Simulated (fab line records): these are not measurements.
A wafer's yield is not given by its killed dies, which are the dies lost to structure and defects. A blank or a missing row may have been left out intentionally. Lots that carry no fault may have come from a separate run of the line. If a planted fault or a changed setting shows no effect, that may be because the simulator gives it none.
The tool behind it: which one?	flow gf180mcu	42 wafers from 14 lots sampled at 5 of the route's 602 steps

WHAT THE GAUGES READ, wafer by wafer
GF_V2_OVL_MEAS_15. Usual: V2_OVL gives 1 nm (standard deviation 6.1).
lot	measured	on	V2_OVL (nm)	flag
L981	day 20 04:31	overlay-02	4 2 4	
L983	day 20 21:37	overlay-01	8 9 8	
L984	day 21 04:23	overlay-02	2 6 1	
L987	day 22 15:32	overlay-01	-3 -2 -8	
L991	day 24 03:04	overlay-02	-2 -4 -6	
L993	day 25 06:59	overlay-01	5 4 5	
L994	day 25 10:28	overlay-01	-7 -5 -5	
L995	day 25 13:20	overlay-01	7 3 -2	
L997	day 26 02:13	overlay-02	-3 -12 -8	
L998	day 26 12:31	overlay-02	1 5 2	
L999	day 26 17:28	overlay-02	-3 -5 -2	
L101	day 27 02:19	overlay-02	1 7 7	
L102	day 27 07:04	overlay-02	-4 -10 -6	
L104	day 27 20:08	overlay-01	8 8 12	

GF_M3_RS_MEAS_05: measures by four-point-probe. Usual: M3_ALCU_RS gives 0.0692 ohm/sq (standard deviation 0.00071).
lot	measured	on	M3_ALCU_RS (ohm/sq)	flag
L981	day 20 06:09	film metro-01	0.0693 0.0695 0.0707	
L987	day 22 17:11	film metro-01	0.0693 0.0690 0.0691	
L991	day 24 04:50	film metro-01	0.0685 0.0688 0.0688	
L993	day 25 08:38	film metro-04	0.0682 0.0691 0.0684	
L994	day 25 12:09	film metro-01	0.0703 0.0695 0.0693	
L995	day 25 14:59	film metro-01	0.0696 0.0689 0.0695	
L997	day 26 03:49	film metro-02	0.0697 0.0690 0.0686	
L998	day 26 14:28	film metro-02	0.0684 0.0690 0.0697	
L999	day 26 19:06	film metro-01	0.0697 0.0702 0.0697	
L101	day 27 03:59	film metro-01	0.0677 0.0684 0.0681	
L102	day 27 08:41	film metro-01	0.0703 0.0691 0.0690	
L104	day 27 21:46	film metro-02	0.0699 0.0706 0.0692	

TOOL THAT RAN EACH LOT (tool first, then ch and the chambers of the sampled wafers, then the start)
lot	GF_M2_SPUTTER_00	GF_V2_ETCH_17	GF_V2_STRIP_18
L981	pvd sputter-03, day 18 03:31	rie diel-03 ch 0,2,3, day 20 04:00	plasma asher-01 ch 0,1, day 20 04:40
L983	pvd sputter-04, day 18 19:21	rie diel-04 ch 1,2,3, day 20 21:00	plasma asher-01 ch 0,1, day 20 21:46
L984	pvd sputter-03, day 19 02:37	rie diel-04 ch 0,2,3, day 21 04:00	plasma asher-04 ch 0,1, day 21 04:34
L987	pvd sputter-04, day 20 15:04	rie diel-04 ch 0,3, day 22 15:00	plasma asher-04 ch 0,1, day 22 15:43
L991	pvd sputter-04, day 22 04:04	rie diel-01 ch 0,1,2, day 24 03:00	plasma asher-02 ch 0,1, day 24 03:14
L993	pvd sputter-03, day 23 09:16	rie diel-04 ch 0,1,2, day 25 07:00	plasma asher-02 ch 0,1, day 25 07:10
L994	pvd sputter-03, day 23 12:18	rie diel-04 ch 1,2, day 25 10:00	plasma asher-02 ch 0,1, day 25 10:40
L995	pvd sputter-04, day 23 15:33	rie diel-03 ch 0,1, day 25 13:00	plasma asher-01 ch 0, day 25 13:29
L997	pvd sputter-03, day 24 05:13	rie diel-04 ch 1,2, day 26 02:00	plasma asher-02 ch 0,1, day 26 02:22
L998	pvd sputter-02, day 24 16:34	rie diel-04 ch 0,1,2, day 26 12:00	plasma asher-02 ch 0,1, day 26 12:43
L999	pvd sputter-04, day 24 21:15	rie diel-03 ch 0,1, day 26 17:00	plasma asher-04 ch 1, day 26 17:37
L101	pvd sputter-02, day 25 07:04	rie diel-03 ch 0,1,2, day 27 02:00	plasma asher-02 ch 0,1, day 27 02:28
L102	pvd sputter-02, day 25 11:29	rie diel-04 ch 1,2, day 27 07:00	plasma asher-02 ch 0,1, day 27 07:13
L104	pvd sputter-03, day 26 02:03	rie diel-03 ch 1,2, day 27 20:00	plasma asher-04 ch 0,1, day 27 20:19
- GF_M2_SPUTTER_00: material Ti, target thk 37.5 nm, time 150 s.
- GF_V2_ETCH_17: etches SiO2 in C4F8/O2/Ar, stops on TiN, target depth 630 nm.
- GF_V2_STRIP_18: strips in O2/N2.

AS READ BY THE TOOLS THEMSELVES (means over the sampled wafers that have a number; for cases with no such wafer, the mark the record gives instead)
GF_M2_SPUTTER_00. Usual: throttle valve pct reads 30.0 % (standard deviation 1.2).
lot	tool	throttle valve pct (%)	flag
L981	pvd sputter-03	29.5	
L983	pvd sputter-04	30.3	
L984	pvd sputter-03	29.4	
L987	pvd sputter-04	30.4	
L991	pvd sputter-04	30.5	
L993	pvd sputter-03	29.7	
L994	pvd sputter-03	29.2	
L995	pvd sputter-04	29.8	
L997	pvd sputter-03	30.5	
L998	pvd sputter-02	29.9	
L999	pvd sputter-04	30.2	
L101	pvd sputter-02	30.5	
L102	pvd sputter-02	29.7	
L104	pvd sputter-03	29.7	

GF_V2_ETCH_17. Usual: bias w 1199.8 W, standard deviation 3; chamber pressure mTorr 40.00 mTorr, standard deviation 0.034; oes product au 0.856 a.u., standard deviation 0.0048.
lot	tool	bias w (W)	chamber pressure mTorr (mTorr)	oes product au (a.u.)	flag
L981	rie diel-03	1202.0	40.00	0.853	
L983	rie diel-04	-	-	-	OFF
L984	rie diel-04	-	-	-	OFF
L987	rie diel-04	1200.1	40.00	0.850	
L991	rie diel-01	1201.9	40.00	0.853	
L993	rie diel-04	1200.1	39.99	0.859	
L994	rie diel-04	1195.8	39.97	0.859	
L995	rie diel-03	1199.6	40.01	0.859	
L997	rie diel-04	1199.2	39.98	0.858	
L998	rie diel-04	1201.2	39.97	0.857	
L999	rie diel-03	1198.3	39.99	0.856	
L101	rie diel-03	1200.0	40.01	0.851	
L102	rie diel-04	1204.2	40.01	0.857	
L104	rie diel-03	1200.4	39.99	0.847	

GF_V2_STRIP_18. Usual: chamber pressure mTorr 1499.9 mTorr, standard deviation 1.3; drypump motor current A 6.0 A, standard deviation 0.69; heater power w 353 W, standard deviation 40; n2 flow sccm 300.1 sccm, standard deviation 0.9; oes product au 0.595 a.u., standard deviation 0.0049.
lot	tool	chamber pressure mTorr (mTorr)	drypump motor current A (A)	heater power w (W)	n2 flow sccm (sccm)	oes product au (a.u.)	flag
L981	plasma asher-01	1499.3	5.4	327	300.1	0.597	
L983	plasma asher-01	1501.2	6.0	344	300.5	0.674	OFF
L984	plasma asher-04	1501.0	6.1	317	299.8	0.669	OFF
L987	plasma asher-04	1500.8	6.2	320	300.4	0.597	
L991	plasma asher-02	1501.1	6.1	403	298.5	0.589	
L993	plasma asher-02	1500.2	6.2	402	300.1	0.593	
L994	plasma asher-02	1500.2	6.2	403	299.0	0.589	
L995	plasma asher-01	1500.7	4.7	305	300.5	0.593	
L997	plasma asher-02	1499.6	6.2	394	299.8	0.597	
L998	plasma asher-02	1498.5	6.4	402	299.4	0.592	
L999	plasma asher-04	1500.7	6.2	328	299.6	0.593	
L101	plasma asher-02	1499.8	6.2	403	300.9	0.599	
L102	plasma asher-02	1500.0	6.2	398	301.0	0.595	
L104	plasma asher-04	1498.8	6.2	313	300.0	0.597	

THE ANSWER, worked out from the rows above alone
Rule: a lot counts as off when the mean over its wafers that have a number is more than 3 standard deviations away from the usual mean. A lot without any number at a reading at which 4 lots or more have one is off too. Where the step has rows for the other lots, those lots are counted as sound. After the gauges, taken in route order, come the tools' own readings; for these a lot's mean is taken, as printed above. At the first step where some lot is off, the reading lying furthest off is the one used; lots without a number count as furthest.
Off: L983, L984 (GF_V2_ETCH_17, bias w). Without a number there: L983, L984.
If a tool, at that step or one of the process steps before it, ran each lot that is off and ran no sound lot following the first of them, it fits. No candidate that was tried fits.

WHAT WAS PUT IN BY THE SIMULATOR
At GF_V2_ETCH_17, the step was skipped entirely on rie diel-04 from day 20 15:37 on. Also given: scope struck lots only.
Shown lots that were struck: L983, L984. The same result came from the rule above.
